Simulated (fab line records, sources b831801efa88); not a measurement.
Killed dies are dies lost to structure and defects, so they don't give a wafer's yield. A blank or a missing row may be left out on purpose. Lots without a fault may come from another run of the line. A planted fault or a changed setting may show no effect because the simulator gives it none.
fab line records | flow gf180mcu
record lots=14 wafers=42 last_day=34
route steps=602 shown V5@555 TOP_METAL@567
lots that met no fault: from a run of the same line without faults
start_h: hours from the record's first day to the start of the lot's first wafer shown | wait_h: hours since the lot's step before | " the same as in the row above | L1.1+2: a row that stands for several wafers | - no value, or no start given | * or withheld: withheld | < > ~ a bound
route shown NAME@n: a module of which the file shows steps, and the number in the route of the first | usual: mean/standard deviation of fault-free wafers | same: alike in all rows | chamber/n: place in a boat | sites: the reading at each site | _std_site: their standard deviation | _edge_site: outer sites' mean less inner sites' | radius_mm: how far each site lies from the wafer's centre | mask NAME#n: copy n | behind: the tool/chamber that last shaped the wafer | hold: why the lot was held/for how many hours/how that ended | device: the transistor (n, p or np) that didn't switch | end of line: the same wafers' tests at the end of the route | a step without rows: its recipe alone | killed: dies lost to structure and defects at the first sort, not the wafer's yield | map: a wafer's dies, x killed, . not, _ none there
set.NAME: the setting as run; set.NAME@STEP: as run at that earlier step | model.NAME: the simulator's own value behind a step, which no gauge read
steps of the route over a sample of lots; a table a step, a row a wafer
services: from which hour (start_h, from the record's first day; less than 0 if before it) a tool's chamber was out of use, for how many hours, and why
## steps
# step GF_V5_OVL_MEAS_15
# usual V5_OVL=-1/5.3
# columns lot.wafer tool chamber start_h wait_h V5_OVL[nm]
L225.1 overlay-01 - 641.21 0.1 -7
L225.3 " - " " -7
L225.6 " - " " -2
L228.4 overlay-01 - 668.96 0.1 -1
L228.5 " - " " 2
L228.6 " - " " 1
L234.4 overlay-02 - 718.97 0.1 3
L234.5 " - " " 2
L234.6 " - " " 1
L236.2 overlay-02 - 729.81 0.1 -5
L236.5 " - " " -6
L236.6 " - " " 5
L237.3 overlay-02 - 733.72 0.1 4
L237.5 " - " " 5
L237.6 " - " " 1
L238.1 overlay-02 - 734.34 0.1 2
L238.2 " - " " -2
L238.3 " - " " 5
L239.3 overlay-01 - 747.27 0.1 -4
L239.4 " - " " 3
L239.6 " - " " -1
L240.3 overlay-02 - 750.97 0.1 1
L240.4 " - " " -2
L240.5 " - " " -5
L241.2 overlay-01 - 758.80 0.1 -6
L241.4 " - " " -8
L241.5 " - " " -3
L243.2 overlay-02 - 764.05 0.1 -1
L243.3 " - " " -7
L243.4 " - " " 2
L242.3 overlay-01 - 765.42 0.1 -1
L242.4 " - " " 5
L242.6 " - " " 0
L244.1 overlay-02 - 771.24 0.1 -1
L244.5 " - " " 5
L244.6 " - " " 6
L245.2 overlay-01 - 773.75 0.1 -10
L245.3 " - " " -1
L245.5 " - " " 1
L246.3 overlay-02 - 780.50 0.1 -13
L246.5 " - " " -13
L246.6 " - " " -3
# step GF_V5_SPUTTER_22
# recipe material=TiN target_thk_nm=10 chamber_pressure_pa=5 power_w=4000 time_s=40
# usual cathode_dc_power_W=4000.0/0.7 chamber_pressure_pa=4.999/0.0099 throttle_valve_pct=29.7/1
# columns lot.wafer tool chamber start_h wait_h cathode_dc_power_W chamber_pressure_pa throttle_valve_pct
L225.1 pvd_sputter-01 - 642.05 0.0 4000.5 5.005 28.8
L225.3 " - " " 3999.9 5.004 31.3
L225.6 " - " " 4000.3 5.000 28.5
L228.4 pvd_sputter-01 - 669.73 0.0 4000.3 4.997 29.1
L228.5 " - " " 4000.7 5.011 28.8
L228.6 " - " " 3999.3 5.000 28.6
L234.4 pvd_sputter-04 - 719.77 0.0 3999.8 4.992 30.4
L234.5 " - " " 3999.7 5.007 29.1
L234.6 " - " " 3999.9 5.012 30.3
L236.2 pvd_sputter-02 - 730.62 0.0 3999.8 4.997 29.6
L236.5 " - " " 3998.9 4.992 31.0
L236.6 " - " " 4000.3 5.000 29.9
L237.3 pvd_sputter-01 - 734.50 0.0 4001.0 4.996 28.7
L237.5 " - " " 4000.6 4.988 28.8
L237.6 " - " " 4000.2 4.998 29.0
L238.1 pvd_sputter-04 - 735.16 0.0 4000.5 4.999 28.8
L238.2 " - " " 3999.8 5.017 28.8
L238.3 " - " " 4000.0 4.996 30.3
L239.3 pvd_sputter-02 - 748.07 0.0 4000.3 5.006 29.3
L239.4 " - " " 4000.0 5.014 31.4
L239.6 " - " " 4000.0 5.002 29.6
L240.3 pvd_sputter-01 - 751.75 0.0 3998.8 4.989 31.0
L240.4 " - " " 3999.5 5.006 28.9
L240.5 " - " " 3999.7 5.012 29.0
L241.2 pvd_sputter-04 - 759.58 0.0 4000.7 5.006 28.8
L241.4 " - " " 3999.8 4.995 28.8
L241.5 " - " " 3999.4 5.009 30.2
L243.2 pvd_sputter-01 - 764.82 0.0 3999.9 4.982 28.8
L243.3 " - " " 3999.1 4.991 31.1
L243.4 " - " " 4000.9 4.982 28.8
L242.3 pvd_sputter-01 - 766.28 0.0 3999.5 5.007 28.7
L242.4 " - " " 3999.8 5.002 29.0
L242.6 " - " " 3999.0 4.988 30.9
L244.1 pvd_sputter-02 - 772.06 0.0 4000.8 5.000 30.7
L244.5 " - " " 3999.8 4.990 31.6
L244.6 " - " " 3999.4 5.004 30.7
L245.2 pvd_sputter-02 - 774.56 0.0 4000.7 4.994 29.8
L245.3 " - " " 4001.1 5.012 29.4
L245.5 " - " " 3999.3 5.005 29.4
L246.3 pvd_sputter-01 - 781.27 0.0 3998.9 4.996 28.7
L246.5 " - " " 4000.8 4.972 31.2
L246.6 " - " " 3999.9 4.981 28.9
# step GF_V5_THK_MEAS_25
# recipe thk_meas_gauge=xrf reads=W_of_V5_CVD_23
# usual V5_W_THK=348/4.7
# columns lot.wafer tool chamber start_h wait_h V5_W_THK[nm]
L225.1 film_metro-01 - 642.33 0.1 348
L225.3 " - " " 349
L225.6 " - " " 352
L228.4 film_metro-03 - 670.14 0.1 343
L228.5 " - " " 347
L228.6 " - " " 347
L234.4 film_metro-01 - 720.07 0.1 344
L234.5 " - " " 339
L234.6 " - " " 341
L236.2 film_metro-02 - 730.90 0.1 349
L236.5 " - " " 348
L236.6 " - " " 353
L237.3 film_metro-02 - 734.79 0.1 348
L237.5 " - " " 351
L237.6 " - " " 348
L238.1 film_metro-01 - 735.43 0.1 337
L238.2 " - " " 347
L238.3 " - " " 344
L239.3 film_metro-03 - 748.36 0.1 346
L239.4 " - " " 347
L239.6 " - " " 345
L240.3 film_metro-02 - 752.04 0.1 346
L240.4 " - " " 352
L240.5 " - " " 350
L241.2 film_metro-03 - 759.86 0.1 352
L241.4 " - " " 356
L241.5 " - " " 346
L243.2 film_metro-02 - 765.11 0.1 350
L243.3 " - " " 352
L243.4 " - " " 357
L242.3 film_metro-02 - 766.57 0.1 352
L242.4 " - " " 344
L242.6 " - " " 351
L244.1 film_metro-03 - 772.34 0.1 343
L244.5 " - " " 345
L244.6 " - " " 344
L245.2 film_metro-02 - 774.84 0.1 341
L245.3 " - " " 341
L245.5 " - " " 348
L246.3 film_metro-02 - 781.57 0.1 356
L246.5 " - " " 357
L246.6 " - " " 356
# step GF_TOP_METAL_SPUTTER_00
# recipe material=Ti target_thk_nm=37.5 arriving_ion_energy_ev=80 substrate_temp_c=200 chamber_pressure_pa=2 power_w=4000 time_s=150
# usual cathode_dc_power_W=3999.9/0.76 chamber_pressure_pa=2.000/0.0038 throttle_valve_pct=29.7/1.1
# columns lot.wafer tool chamber start_h wait_h cathode_dc_power_W chamber_pressure_pa throttle_valve_pct
L225.1 pvd_sputter-02 - 642.69 0.1 3998.4 2.001 29.2
L225.3 " - " " 3999.4 2.001 30.8
L225.6 " - " " 3999.5 1.998 29.5
L228.4 pvd_sputter-03 - 670.47 0.2 4000.2 1.998 30.0
L228.5 " - " " 3999.8 2.004 29.9
L228.6 " - " " 3999.2 2.001 28.2
L234.4 pvd_sputter-01 - 720.40 0.1 4000.5 1.998 28.9
L234.5 " - " " 4000.6 1.997 28.6
L234.6 " - " " 4001.4 1.997 28.8
L236.2 pvd_sputter-01 - 731.25 0.2 3999.6 2.001 28.8
L236.5 " - " " 4000.1 2.000 28.8
L236.6 " - " " 3999.9 2.002 29.1
L237.3 pvd_sputter-03 - 735.13 0.2 - - -
L237.5 " - " " - - -
L237.6 " - " " - - -
L238.1 pvd_sputter-01 - 735.79 0.1 - - -
L238.2 " - " " - - -
L238.3 " - " " - - -
L239.3 pvd_sputter-01 - 749.02 0.1 3999.8 1.996 28.4
L239.4 " - " " 3999.9 1.999 28.6
L239.6 " - " " 4000.7 1.997 29.2
L240.3 pvd_sputter-03 - 752.40 0.2 4000.2 1.998 31.2
L240.4 " - " " 3998.5 1.996 29.5
L240.5 " - " " 3998.5 1.998 29.8
L241.2 pvd_sputter-02 - 760.21 0.1 4000.0 1.999 30.6
L241.4 " - " " 4000.9 2.003 29.2
L241.5 " - " " 3999.0 2.000 31.3
L243.2 pvd_sputter-01 - 765.46 0.2 4000.9 1.998 29.0
L243.3 " - " " 3997.9 2.004 28.3
L243.4 " - " " 3998.9 1.995 28.7
L242.3 pvd_sputter-01 - 766.91 0.1 4000.4 2.003 28.5
L242.4 " - " " 4000.3 2.003 31.3
L242.6 " - " " 3999.3 1.997 29.0
L244.1 pvd_sputter-03 - 772.70 0.2 4000.1 2.002 30.0
L244.5 " - " " 3999.5 2.002 31.5
L244.6 " - " " 4000.2 2.004 30.1
L245.2 pvd_sputter-03 - 775.19 0.2 3999.8 1.999 28.2
L245.3 " - " " 4001.1 2.001 29.7
L245.5 " - " " 4000.5 1.999 28.3
L246.3 pvd_sputter-01 - 781.91 0.2 4000.8 1.997 31.1
L246.5 " - " " 3998.7 2.000 28.9
L246.6 " - " " 4000.8 2.003 30.8
# step GF_TOP_METAL_METAL_ETCH_16
# recipe chemistry=Cl2/BCl3 mask_material=NOVOLAK target_depth_nm=1077.5 stop_on=SiO2 pressure_mtorr=8 icp_w=800 bias_w=140 Cl2_flow_sccm=80 bcl3_flow_sccm=40 time_s=179.6
# usual drypump_motor_current_A=5.9/0.34 oes_product_au=0.964/0.0074 throttle_valve_pct=28.259/0.012
# columns lot.wafer tool chamber start_h wait_h drypump_motor_current_A oes_product_au rf_hours_counter_h throttle_valve_pct
L225.1 rie_metal-04 1 662.93 0.0 6.6 0.959 6 28.271
L225.3 " 0 " " 5.6 0.959 - 28.271
L225.6 " 1 " " 6.6 0.960 - 28.272
L228.4 rie_metal-04 1 689.92 0.2 6.6 0.968 - 28.273
L228.5 " 1 " " 6.5 0.957 - 28.262
L228.6 " 1 " " 6.6 0.966 - 28.264
L234.4 rie_metal-02 1 737.59 0.1 5.8 0.966 - 28.260
L234.5 " 1 " " 5.8 0.966 - 28.252
L234.6 " 0 " " 5.8 0.965 - 28.251
L236.2 rie_metal-04 0 748.84 0.0 5.6 0.970 7 28.257
L236.5 " 0 " " 5.6 0.975 - 28.231
L236.6 " 1 " " 6.6 0.981 - 28.255
L237.3 rie_metal-01 1 752.80 0.1 5.9 0.939 - 28.301
L237.5 " 1 " " 5.9 0.946 - 28.295
L237.6 " 0 " " 5.5 0.940 - 28.277
L238.1 rie_metal-04 1 752.89 0.0 6.6 0.939 10 28.263
L238.2 " 0 " " 5.6 0.934 7 28.275
L238.3 " 0 " " 5.6 0.935 - 28.277
L239.3 rie_metal-02 1 766.10 0.1 5.8 0.975 - 28.248
L239.4 " 0 " " 5.8 0.967 - 28.263
L239.6 " 0 " " 5.8 0.972 - 28.245
L240.3 rie_metal-04 0 769.15 0.1 5.6 0.964 - 28.254
L240.4 " 1 " " 6.6 0.944 - 28.263
L240.5 " 0 " " 5.6 0.960 - 28.264
L241.2 rie_metal-04 0 776.58 0.0 5.6 0.968 9 28.236
L241.4 " 1 " " 6.6 0.974 - 28.240
L241.5 " 0 " " 5.6 0.972 - 28.251
L243.2 rie_metal-02 0 781.69 0.0 5.8 0.964 7 28.261
L243.3 " 1 " " 5.8 0.960 - 28.280
L243.4 " 0 " " 5.8 0.956 - 28.258
L242.3 rie_metal-02 0 782.80 0.1 5.8 0.970 - 28.276
L242.4 " 1 " " 5.8 0.980 - 28.240
L242.6 " 1 " " 5.8 0.975 - 28.252
L244.1 rie_metal-01 0 788.83 0.0 5.5 0.958 11 28.268
L244.5 " 0 " " 5.5 0.963 - 28.253
L244.6 " 1 " " 5.9 0.970 - 28.255
L245.2 rie_metal-01 0 790.99 0.0 5.5 0.970 11 28.273
L245.3 " 1 " " 5.9 0.961 - 28.249
L245.5 " 1 " " 5.9 0.968 - 28.249
L246.3 rie_metal-02 1 797.55 0.1 5.8 0.966 - 28.251
L246.5 " 0 " " 5.8 0.964 - 28.254
L246.6 " 1 " " 5.8 0.955 - 28.259
## services
# columns tool chamber start_h hours kind
pvd_sputter-04 - 620.05 12.9 repair
rie_metal-02 0 624.96 - clean
rie_metal-02 0 624.96 27.6 scheduled_down
rie_metal-02 0 624.96 27.6 vent_cycle
pvd_sputter-02 2 628.19 - consumable_replace:kit
pvd_sputter-02 2 628.19 18.0 scheduled_down
pvd_sputter-02 2 628.19 18.0 vent_cycle
rie_metal-04 0 634.19 2.1 repair
pvd_sputter-02 - 658.98 0.5 repair
rie_metal-01 - 663.77 0.3 repair
pvd_sputter-01 2 680.72 - consumable_replace:kit
pvd_sputter-01 2 680.72 18.0 scheduled_down
pvd_sputter-01 2 680.72 18.0 vent_cycle
rie_metal-04 0 684.36 22.2 repair
rie_metal-02 1 687.79 15.0 repair
rie_metal-04 - 697.30 1.0 repair
rie_metal-02 1 702.83 - clean
rie_metal-04 1 703.09 1.1 repair
pvd_sputter-02 1 727.27 - consumable_replace:kit
pvd_sputter-02 1 727.27 18.0 scheduled_down
pvd_sputter-02 1 727.27 18.0 vent_cycle
pvd_sputter-02 - 734.33 1.0 repair
rie_metal-04 - 760.22 0.8 repair
pvd_sputter-02 - 779.01 3.3 repair
## key
first_sign step=GF_TOP_METAL_SPUTTER_00 reading=tool_record direction=missing
effect step=GF_TOP_METAL_METAL_ETCH_16 reading=oes_product_au direction=down sigmas=3.4 usual=0.964 struck=0.939
met_at GF_TOP_METAL_SPUTTER_00
struck_lots L237,L238
later_rows_left_out L237.3,L237.5,L237.6,L238.1,L238.2,L238.3
sort_left_out L237.3,L237.5,L237.6,L238.1,L238.2,L238.3
not_acting_at GF_V5_OVL_MEAS_15,GF_V5_SPUTTER_22,GF_V5_THK_MEAS_25
onset_between 731.25 735.13
fault kind=skipped_step_whole tool=pvd_sputter-01,pvd_sputter-03 chamber=- onset_h=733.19 steps=GF_TOP_METAL_SPUTTER_00 scope=struck_lots_only
# sort_left_out: the simulated sort isn't trusted on such a fault, so these wafers' sort isn't shown, and their yield isn't known
# later_rows_left_out: the simulator's readings of these wafers behind a module that went badly wrong aren't trusted and aren't shown, but for the sort
